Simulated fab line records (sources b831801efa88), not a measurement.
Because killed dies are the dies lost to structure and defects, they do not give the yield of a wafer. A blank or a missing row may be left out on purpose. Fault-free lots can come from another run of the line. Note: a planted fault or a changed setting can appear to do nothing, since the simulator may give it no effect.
Struck lot and sound lot, side by side + flow sky130 + 21 out of 708 route steps
Sound: the wafers L430.1, L430.4, L430.5. Struck: wafers L437.1, L437.4, L437.6. The cause is given at the end.
At each step with rows: each side's tool, then ch and its chambers, then its first start. Under that, the readings that differ: sound wafers + struck wafers + difference of the means + sigmas: that difference in standard deviations of wafers without a fault.
alike: readings whose means differ by less than 2 such deviations, and words and numbers that are the same on both sides. not compared: withheld readings, readings that some wafer has no value for, bounds like >300 that may hide the same value, and numbers for which the record gives no deviation and whose values overlap.
Wherever a step has rows on one side only, a row that says differs or no value, or a row with sigmas, the two part there. When numbers do not overlap yet have no deviation, they are printed without sigmas and do not part them. Lack of a reading on every wafer of one side parts them only where that side has two or more wafers.

first, 3 steps without rows for these wafers: SKY_POLY_CUT_EXPOSE_05 (exposes mask NPCM, target cd 270 nm); SKY_POLY_CUT_PEB_06; SKY_POLY_CUT_DEVELOP_07 (develop time 60 s).
SKY_POLY_CUT_CD_MEAS_08: the cd target is 270 nm.
  sound: cd-sem-01 at day 24 21:22; struck: cd-sem-01 at day 27 01:52
  alike: cd-nm
SKY_POLY_CUT_OVL_MEAS_09:
  sound: overlay-01 at day 24 21:29; struck: overlay-01 at day 27 01:59
| reading           | sound       | struck | difference | sigmas |
|-------------------|-------------|--------|------------|--------|
| POLY_CUT_OVL (nm) | -11 -14 -12 | -2 4 0 | +13        | +2     |
SKY_POLY_CUT_ETCH_10: etches BARC in N2/H2, stops on SiO2, time 45.9 s, target depth 60 nm.
  sound on rie-diel-01 ch 0,2,3, day 24 21:31; struck on rie-diel-02 ch 2,3, day 27 02:01
  alike: drypump-motor-current-A, oes-product-au, throttle-valve-pct
  not compared: rf-hours-counter-h
SKY_POLY_CUT_ETCH_11: etches Si3N4 in CF4/CH2F2/Ar, stops on poly-Si, time 42.5 s, target depth 60 nm.
  sound on rie-diel-01 ch 0,2,3, day 24 21:34; struck on rie-diel-02 ch 2,3, day 27 02:04
  alike: cf4-flow-sccm, drypump-motor-current-A, oes-product-au, throttle-valve-pct
  not compared: rf-hours-counter-h
SKY_POLY_CUT_STRIP_12: strips in O2/N2.
  sound on plasma-asher-04 ch 1, day 24 21:36; struck on plasma-asher-04 ch 0,1, day 27 02:06
  alike: drypump-motor-current-A, oes-product-au, strip-time-to-endpoint-s
  not compared: rf-hours-counter-h
then, 4 steps without rows for these wafers: SKY_SD_P_DEHYDRATE_00 (time 60 s); SKY_SD_P_HMDS_01 (prime time 60 s); SKY_SD_P_COAT_02 (resist thk 1140 nm); SKY_SD_P_SOFTBAKE_03 (time 60 s).
SKY_SD_P_EXPOSE_04: exposes mask PSDM, target cd 380 nm.
  sound on iline-stepper-01 ch 0, day 25 11:41; struck on iline-stepper-01 ch 0, day 27 17:22
| reading | sound                | struck               | difference | sigmas |
|---------|----------------------|----------------------|------------|--------|
| mask    | PSDM#0 PSDM#0 PSDM#0 | NSDM#0 NSDM#0 NSDM#0 | differs    |        |
  alike: focus-offset-nm
then, 2 steps without rows for these wafers: SKY_SD_P_PEB_05; SKY_SD_P_DEVELOP_06 (develop time 60 s).
SKY_SD_P_CD_MEAS_07: the cd target is 380 nm.
  sound: cd-sem-02 at day 26 01:58; struck: cd-sem-02 at day 28 07:47
| reading    | sound             | struck | difference                    | sigmas |
|------------|-------------------|--------|-------------------------------|--------|
| cd-nm (nm) | 378.5 374.7 376.4 | - - -  | no value on the struck wafers |        |
SKY_SD_P_OVL_MEAS_08:
  sound: overlay-01 at day 26 02:05; struck: overlay-02 at day 28 07:54
| reading       | sound          | struck | difference                    | sigmas |
|---------------|----------------|--------|-------------------------------|--------|
| SD_P_OVL (nm) | -2.1 -0.2 -2.3 | - - -  | no value on the struck wafers |        |
following that, these wafers have no rows for 1 step: SKY_SD_P_IMPLANT_09.
SKY_SD_P_STRIP_10: strips in O2/N2.
  sound on plasma-asher-01 ch 1, day 26 02:17; struck on plasma-asher-04 ch 0,1, day 28 08:05
| reading                     | sound          | struck         | difference | sigmas |
|-----------------------------|----------------|----------------|------------|--------|
| drypump-motor-current-A (A) | 6.12 6.13 6.10 | 5.62 5.34 5.32 | -0.69      | -3     |
  alike: oes-product-au, strip-time-to-endpoint-s
  not compared: rf-hours-counter-h
SKY_SD_P_TW_MEAS_11:
  sound: film-metro-01 at day 26 02:23; struck: film-metro-02 at day 28 08:25
| reading | sound          | struck   | difference | sigmas      |
|---------|----------------|----------|------------|-------------|
| SD_P_TW | 2833 2846 2833 | 30 30 30 | -2807      | -99 or more |
  not compared: hold
SKY_PAD_OPEN_PROBE_99:
  sound wafers here have rows in the record (prober-02, day 46 12:32); struck ones have none

WHERE THEY PART
Last at SKY_PAD_OPEN_PROBE_99 as far as this record goes, first at SKY_POLY_CUT_OVL_MEAS_09.

WHY: the cause the simulator had injected
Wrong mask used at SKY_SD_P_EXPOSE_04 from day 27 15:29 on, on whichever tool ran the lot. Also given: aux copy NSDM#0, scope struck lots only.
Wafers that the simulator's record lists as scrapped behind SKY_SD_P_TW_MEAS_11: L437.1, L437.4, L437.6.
